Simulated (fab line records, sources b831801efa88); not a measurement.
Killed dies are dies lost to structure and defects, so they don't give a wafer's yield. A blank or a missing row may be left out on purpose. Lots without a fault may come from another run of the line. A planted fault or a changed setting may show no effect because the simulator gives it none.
Which tool did it? | flow sky130 | 24 lots, 72 wafers sampled, at 5 steps of a route of 708

WHAT THE GAUGES READ, wafer by wafer
SKY_NWELL_THK_MEAS_02. Usual: NWELL_OXIDATION_THK 9.91 nm, standard deviation 0.21.
lot  | measured    | on            | NWELL_OXIDATION_THK (nm) | flag
L074 | day 2 17:46 | film_metro-02 | 9.70 9.67 9.81           |
L075 | day 2 17:47 | film_metro-04 | 10.22 10.37 10.27        |
L076 | day 3 02:18 | film_metro-04 | 10.19 10.12 10.11        |
L077 | day 3 19:08 | film_metro-02 | 10.14 10.23 10.14        |
L078 | day 4 00:38 | film_metro-02 | 9.75 9.96 9.96           |
L079 | day 4 00:43 | film_metro-02 | 9.82 10.09 10.00         |
L081 | day 4 09:08 | film_metro-01 | 9.69 9.56 9.68           |
L080 | day 4 09:09 | film_metro-02 | 9.95 9.65 9.64           |
L082 | day 4 19:34 | film_metro-01 | 9.87 9.65 9.67           |
L083 | day 4 23:46 | film_metro-02 | 9.76 9.56 9.50           |
L084 | day 5 00:29 | film_metro-01 | 9.76 9.88 10.11          |
L085 | day 5 00:30 | film_metro-02 | 9.98 9.93 9.97           |
L086 | day 5 04:21 | film_metro-04 | 10.01 9.95 9.98          |
L088 | day 5 20:13 | film_metro-01 | 9.94 10.08 9.83          |
L087 | day 5 20:13 | film_metro-02 | 9.80 9.74 9.71           |
L089 | day 6 02:23 | film_metro-01 | 10.14 10.20 10.07        |
L090 | day 6 06:04 | film_metro-01 | 9.84 9.85 9.83           |
L091 | day 6 07:43 | film_metro-01 | 10.07 10.00 10.11        |
L092 | day 6 11:48 | film_metro-04 | 9.87 9.96 9.79           |
L093 | day 6 17:42 | film_metro-04 | 9.82 9.88 9.97           |
L094 | day 6 21:55 | film_metro-04 | 9.75 9.72 9.71           |
L095 | day 7 04:02 | film_metro-02 | 9.82 9.84 9.74           |
L096 | day 7 08:43 | film_metro-01 | 10.08 10.35 10.22        |
L097 | day 7 12:23 | film_metro-04 | 9.93 10.13 10.09         |

SKY_LOCAL_INTERCONNECT_OVL_MEAS_12. Usual: LOCAL_INTERCONNECT_OVL -1 nm, standard deviation 6.3.
lot  | measured     | on         | LOCAL_INTERCONNECT_OVL (nm) | flag
L074 | day 30 12:04 | overlay-02 | 8 -3 -2                     |
L075 | day 30 16:01 | overlay-02 | 9 -3 1                      |
L076 | day 31 04:52 | overlay-01 | 0 -9 -4                     |
L077 | day 32 05:37 | overlay-02 | -3 -11 -9                   |
L078 | day 32 14:19 | overlay-02 | 13 15 6                     |
L079 | day 33 00:16 | overlay-02 | -3 6 2                      |
L081 | day 33 08:19 | overlay-01 | 5 5 -1                      |
L080 | day 33 09:46 | overlay-02 | -3 -7 2                     |
L082 | day 34 00:50 | overlay-02 | -4 1 -2                     |
L083 | day 34 09:45 | overlay-01 | 1 0 1                       |
L084 | day 34 05:10 | overlay-02 | -5 4 0                      |
L085 | day 34 12:13 | overlay-01 | -10 -7 -3                   |
L086 | day 34 17:53 | overlay-01 | 9 5 0                       |
L088 | day 35 15:55 | overlay-02 | 9 7 7                       |
L087 | day 35 13:19 | overlay-01 | -5 -6 -12                   |
L089 | day 35 21:10 | overlay-02 | 3 -1 -2                     |
L090 | day 36 01:13 | overlay-01 | -4 0 3                      |
L091 | day 36 02:42 | overlay-02 | -11 -15 -11                 |
L092 | day 36 06:37 | overlay-02 | -3 3 13                     |
L093 | day 36 19:09 | overlay-01 | 0 -1 0                      |
L094 | day 37 01:31 | overlay-02 | -3 -2 -4                    |
L095 | day 37 15:07 | overlay-01 | -8 -4 -5                    |
L096 | day 37 15:28 | overlay-01 | -10 -10 -13                 |
L097 | day 37 17:25 | overlay-01 | -3 2 7                      |

SKY_METAL1_RS_MEAS_05: measures by four-point-probe. Usual: METAL1_ALCU_RS 0.1262 ohm/sq, standard deviation 0.0012.
lot  | measured     | on            | METAL1_ALCU_RS (ohm/sq) | flag
L074 | day 31 18:51 | film_metro-01 | 0.1262 0.1270 0.1268    |
L075 | day 31 22:55 | film_metro-01 | 0.1286 0.1287 0.1274    |
L076 | day 32 11:58 | film_metro-02 | 0.1258 0.1267 0.1256    |
L077 | day 33 12:32 | film_metro-04 | 0.1259 0.1269 0.1259    |
L078 | day 33 20:38 | film_metro-01 | 0.1268 0.1245 0.1259    |
L079 | day 34 05:18 | film_metro-01 | 0.1275 0.1271 0.1267    |
L081 | day 34 14:17 | film_metro-04 | 0.1268 0.1265 0.1266    |
L080 | day 34 15:17 | film_metro-04 | 0.1264 0.1263 0.1261    |
L082 | day 35 06:23 | film_metro-01 | 0.1256 0.1241 0.1242    |
L083 | day 35 12:56 | film_metro-01 | 0.1268 0.1267 0.1259    |
L084 | day 35 09:46 | film_metro-02 | 0.1250 0.1266 0.1243    |
L085 | day 35 16:47 | film_metro-02 | 0.1265 0.1253 0.1258    |
L086 | day 35 22:53 | film_metro-04 | 0.1245 0.1267 0.1260    |
L088 | day 36 20:35 | film_metro-04 | 0.1261 0.1248 0.1262    |
L087 | day 36 18:58 | film_metro-04 | 0.1249 0.1264 0.1261    |
L089 | day 37 01:35 | film_metro-01 | 0.1273 0.1260 0.1272    |
L090 | day 37 06:34 | film_metro-01 | 0.1255 0.1259 0.1242    |
L091 | day 37 07:42 | film_metro-02 | 0.1259 0.1264 0.1277    |
L092 | day 37 11:42 | film_metro-01 | 0.1270 0.1268 0.1284    |
L093 | day 38 00:23 | film_metro-01 | 0.1256 0.1249 0.1256    |
L094 | day 38 06:43 | film_metro-01 | 0.1266 0.1259 0.1262    |
L095 | day 38 20:09 | film_metro-04 | 0.1265 0.1265 0.1278    |
L096 | day 38 20:27 | film_metro-01 | 0.1289 0.1273 0.1276    |
L097 | day 38 22:26 | film_metro-02 | 0.1258 0.1244 0.1251    |

SKY_VIA1_BOW_MEAS_03. Usual: VIA1_BOW 80 um, standard deviation 6.8.
lot  | measured     | on            | VIA1_BOW (um) | flag
L074 | day 32 23:42 | film_metro-02 | 81 81 66      |
L075 | day 33 04:37 | film_metro-03 | 81 91 77      |
L076 | day 33 15:37 | film_metro-03 | 78 72 74      |
L077 | day 34 16:42 | film_metro-03 | 78 76 72      |
L078 | day 35 00:21 | film_metro-03 | 87 83 88      |
L079 | day 35 09:23 | film_metro-03 | 69 85 79      |
L081 | day 35 16:56 | film_metro-03 | 69 82 69      |
L080 | day 35 18:44 | film_metro-02 | 79 86 76      |
L082 | day 36 10:37 | film_metro-04 | 84 85 88      |
L083 | day 36 16:48 | film_metro-02 | 77 81 78      |
L084 | day 36 13:42 | film_metro-04 | 76 81 71      |
L085 | day 36 20:19 | film_metro-02 | 75 72 78      |
L086 | day 37 01:50 | film_metro-04 | 81 89 85      |
L088 | day 38 00:08 | film_metro-04 | 95 83 82      |
L087 | day 37 22:20 | film_metro-03 | 83 78 86      |
L089 | day 38 04:54 | film_metro-04 | 78 70 87      |
L090 | day 38 09:59 | film_metro-02 | 85 87 82      |
L091 | day 38 11:06 | film_metro-04 | 74 82 82      |
L092 | day 38 14:46 | film_metro-03 | 94 80 92      |
L093 | day 39 03:41 | film_metro-04 | 73 69 83      |
L094 | day 39 09:33 | film_metro-04 | 76 64 87      |
L095 | day 39 22:27 | film_metro-04 | 81 90 78      |
L096 | day 39 23:17 | film_metro-04 | 75 85 77      |
L097 | day 40 00:43 | film_metro-02 | 69 93 81      |

WHICH TOOL RAN EACH LOT (tool, then ch and the chambers of the sampled wafers, then the start)
lot  | SKY_METAL1_SPUTTER_01
L074 | pvd_sputter-01, day 31 18:44
L075 | pvd_sputter-03, day 31 22:47
L076 | pvd_sputter-03, day 32 11:50
L077 | pvd_sputter-01, day 33 12:25
L078 | pvd_sputter-03, day 33 20:31
L079 | pvd_sputter-01, day 34 05:08
L081 | pvd_sputter-01, day 34 14:09
L080 | pvd_sputter-02, day 34 15:07
L082 | pvd_sputter-01, day 35 06:13
L083 | pvd_sputter-03, day 35 12:49
L084 | pvd_sputter-03, day 35 09:39
L085 | pvd_sputter-03, day 35 16:38
L086 | pvd_sputter-01, day 35 22:44
L088 | pvd_sputter-02, day 36 20:28
L087 | pvd_sputter-02, day 36 18:50
L089 | pvd_sputter-01, day 37 01:28
L090 | pvd_sputter-01, day 37 06:25
L091 | pvd_sputter-03, day 37 07:34
L092 | pvd_sputter-03, day 37 11:35
L093 | pvd_sputter-02, day 38 00:16
L094 | pvd_sputter-02, day 38 06:35
L095 | pvd_sputter-01, day 38 20:02
L096 | pvd_sputter-03, day 38 20:20
L097 | pvd_sputter-03, day 38 22:17
- SKY_METAL1_SPUTTER_01: material TiN, target thk 20 nm, time 16.7 s.

WHAT THE TOOLS THEMSELVES READ (means of the sampled wafers that have a number; where no wafer has one, the mark that the record gives instead)
SKY_METAL1_SPUTTER_01. Usual: throttle_valve_pct 30.5 %, standard deviation 0.65.
lot  | tool           | throttle_valve_pct (%) | flag
L074 | pvd_sputter-01 | 30.3                   |
L075 | pvd_sputter-03 | 31.1                   |
L076 | pvd_sputter-03 | 30.8                   |
L077 | pvd_sputter-01 | 30.2                   |
L078 | pvd_sputter-03 | 31.2                   |
L079 | pvd_sputter-01 | 30.0                   |
L081 | pvd_sputter-01 | 30.3                   |
L080 | pvd_sputter-02 | 30.2                   |
L082 | pvd_sputter-01 | 30.2                   |
L083 | pvd_sputter-03 | 30.7                   |
L084 | pvd_sputter-03 | 30.4                   |
L085 | pvd_sputter-03 | 30.6                   |
L086 | pvd_sputter-01 | 30.5                   |
L088 | pvd_sputter-02 | 30.2                   |
L087 | pvd_sputter-02 | 29.9                   |
L089 | pvd_sputter-01 | 30.4                   |
L090 | pvd_sputter-01 | 30.4                   |
L091 | pvd_sputter-03 | 31.1                   |
L092 | pvd_sputter-03 | 31.2                   |
L093 | pvd_sputter-02 | 29.9                   |
L094 | pvd_sputter-02 | 30.5                   |
L095 | pvd_sputter-01 | 30.0                   |
L096 | pvd_sputter-03 | 30.9                   |
L097 | pvd_sputter-03 | 30.7                   |

THE ANSWER, worked out from the rows above alone
Rule: a lot is off if the mean of its wafers that have a number lies more than 3 standard deviations from the usual mean. A lot without any number at a reading at which 4 lots or more have one is off too. The other lots that the step has rows for count as sound. The gauges are gone through in route order, then the tools' own readings, and for those a lot's mean is taken as printed above. The first step at which some lot is off is used, and at that step the reading that is off furthest; a lot without a number counts as furthest.
No lot is off at any reading shown: from this, nothing can be told.

WHAT THE SIMULATOR HAD PUT IN
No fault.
